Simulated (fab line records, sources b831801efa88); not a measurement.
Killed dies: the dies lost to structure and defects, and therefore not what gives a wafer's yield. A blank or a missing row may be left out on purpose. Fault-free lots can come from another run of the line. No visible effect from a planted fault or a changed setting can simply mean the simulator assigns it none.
What tool caused it? | flow sky130 | 12 lots with 36 wafers sampled at 4 steps, on a route of 708 steps

== WHAT THE GAUGES SHOWED, per wafer ==
SKY_SONOS_ONO_CD_MEAS_13: the cd target is 410 nm. Usual: cd-nm reads 410.3 nm (standard deviation 2.1).
lot  | measured     | on        | cd-nm (nm)        | flag
L115 | day 13 01:26 | cd-sem-01 | 411.3 411.9 411.6 |
L116 | day 13 09:57 | cd-sem-02 | 414.5 414.4 416.8 |
L118 | day 13 15:52 | cd-sem-01 | 410.0 409.1 409.5 |
L120 | day 14 13:57 | cd-sem-01 | 410.6 409.1 409.1 |
L121 | day 14 23:55 | cd-sem-02 | 406.0 405.9 407.0 |
L128 | day 17 17:49 | cd-sem-02 | 408.1 409.9 408.6 |
L129 | day 18 01:38 | cd-sem-02 | 407.5 405.0 407.8 |
L130 | day 18 04:05 | cd-sem-01 | 412.4 412.1 412.2 |
L131 | day 18 08:55 | cd-sem-02 | 410.7 410.8 408.1 |
L132 | day 18 13:15 | cd-sem-02 | 411.1 409.0 410.4 |
L135 | day 19 19:02 | cd-sem-01 | 412.6 411.2 410.3 |
L136 | day 20 05:51 | cd-sem-01 | 412.3 409.5 412.3 |

SKY_POLY_GATE_THK_MEAS_21. Usual: POLY_GATE_OXIDATION_THK gives 4.02 nm (standard deviation 0.072).
lot  | measured     | on            | POLY_GATE_OXIDATION_THK (nm) | flag
L115 | day 16 19:19 | film-metro-01 | 3.94 4.02 4.04               |
L116 | day 17 03:38 | film-metro-03 | 4.00 4.00 4.01               |
L118 | day 17 12:34 | film-metro-03 | 4.09 3.94 3.93               |
L120 | day 18 16:23 | film-metro-01 | 4.16 4.23 4.16               |
L121 | day 19 02:05 | film-metro-04 | 4.01 4.07 4.08               |
L128 | day 21 21:58 | film-metro-04 | 3.90 4.02 4.00               |
L129 | day 22 08:41 | film-metro-03 | 3.99 3.93 4.04               |
L130 | day 22 10:11 | film-metro-01 | 4.12 4.08 3.92               |
L131 | day 22 15:23 | film-metro-01 | 4.05 4.03 4.15               |
L132 | day 22 21:28 | film-metro-03 | 4.00 4.00 4.00               |
L135 | day 24 00:20 | film-metro-04 | 4.07 3.94 3.93               |
L136 | day 24 09:08 | film-metro-01 | 4.08 4.05 4.08               |

SKY_LDD_HVN_TW_MEAS_10. Usual: LDD_HVN_TW gives 1432 (standard deviation 7).
lot  | measured     | on            | LDD_HVN_TW     | flag
L115 | day 20 16:38 | film-metro-01 | 1425 1425 1431 |
L116 | day 20 23:13 | film-metro-01 | 1422 1422 1418 |
L118 | day 21 09:38 | film-metro-01 | 1257 1262 1255 | OFF
L120 | day 22 14:24 | film-metro-01 | 1260 1255 1256 | OFF
L121 | day 22 22:06 | film-metro-03 | 1261 1268 1263 | OFF
L128 | day 25 16:04 | film-metro-01 | 1438 1434 1432 |
L129 | day 26 04:05 | film-metro-01 | 1428 1414 1417 |
L130 | day 26 05:11 | film-metro-03 | 1438 1448 1441 |
L131 | day 26 09:37 | film-metro-01 | 1424 1423 1426 |
L132 | day 26 15:43 | film-metro-03 | 1438 1439 1437 |
L135 | day 27 17:17 | film-metro-04 | 1436 1430 1435 |
L136 | day 28 00:56 | film-metro-04 | 1429 1433 1427 |

== WHICH TOOL RAN EACH LOT (tool, then ch and the chambers of the sampled wafers, then the start) ==
lot  | SKY_LDD_HVN_IMPLANT_08
L115 | implanter-04 ch 0, day 20 16:25
L116 | implanter-03 ch 0, day 20 22:49
L118 | implanter-04 ch 0, day 21 09:24
L120 | implanter-04 ch 0, day 22 14:09
L121 | implanter-04 ch 0, day 22 21:54
L128 | implanter-04 ch 0, day 25 15:49
L129 | implanter-04 ch 0, day 26 03:52
L130 | implanter-04 ch 0, day 26 04:58
L131 | implanter-04 ch 0, day 26 09:23
L132 | implanter-04 ch 0, day 26 15:28
L135 | implanter-04 ch 0, day 27 17:04
L136 | implanter-01 ch 0, day 28 00:42
- SKY_LDD_HVN_IMPLANT_08

== WHAT THE TOOLS THEMSELVES READ (means of the sampled wafers that have a number; where no wafer has one, the mark that the record gives instead) ==
SKY_LDD_HVN_IMPLANT_08. Usual: beam-energy-keV 60.007, standard deviation 0.018; dose-ions-cm2 3e+13, standard deviation 3.8e+10; faraday-current-uA 169, standard deviation 3.4.
lot  | tool         | beam-energy-keV | dose-ions-cm2 | faraday-current-uA | flag
L115 | implanter-04 | 59.995          | 3e+13         | 170                |
L116 | implanter-03 | 60.000          | 3e+13         | 168                |
L118 | implanter-04 | 60.009          | 2e+13         | 115                | OFF
L120 | implanter-04 | 60.012          | 2e+13         | 112                | OFF
L121 | implanter-04 | 60.011          | 2e+13         | 115                | OFF
L128 | implanter-04 | 59.996          | 3e+13         | 170                |
L129 | implanter-04 | 60.002          | 3e+13         | 167                |
L130 | implanter-04 | 59.989          | 3e+13         | 171                |
L131 | implanter-04 | 60.030          | 3e+13         | 170                |
L132 | implanter-04 | 60.021          | 3e+13         | 167                |
L135 | implanter-04 | 60.018          | 3e+13         | 166                |
L136 | implanter-01 | 60.031          | 3e+13         | 169                |

== THE ANSWER, worked out from the rows above alone ==
Rule: take the mean of a lot's wafers that have a number; if it is more than 3 standard deviations from the usual mean, the lot is off. Also off: a lot with no number at a reading for which 4 or more lots have one. The other lots that the step has rows for count as sound. Order of review: gauges by route order, followed by the tools' own readings, for which a lot's mean as printed above is used. The first step at which some lot is off is used, and at that step the reading that is off furthest; a lot without a number counts as furthest.
Off: at SKY_LDD_HVN_TW_MEAS_10 (LDD_HVN_TW), L118, L120, L121.
A tool fits if, at a process step before that reading, it ran every lot that is off, and no sound lot after the first of them. The gauges at SKY_LDD_HVN_TW_MEAS_10 aren't tried: what is off there is off at SKY_LDD_HVN_IMPLANT_08 too, on other tools, and a gauge's error can't cause that. Not one of the candidates tried fits.

== WHAT THE SIMULATOR HAD PUT IN ==
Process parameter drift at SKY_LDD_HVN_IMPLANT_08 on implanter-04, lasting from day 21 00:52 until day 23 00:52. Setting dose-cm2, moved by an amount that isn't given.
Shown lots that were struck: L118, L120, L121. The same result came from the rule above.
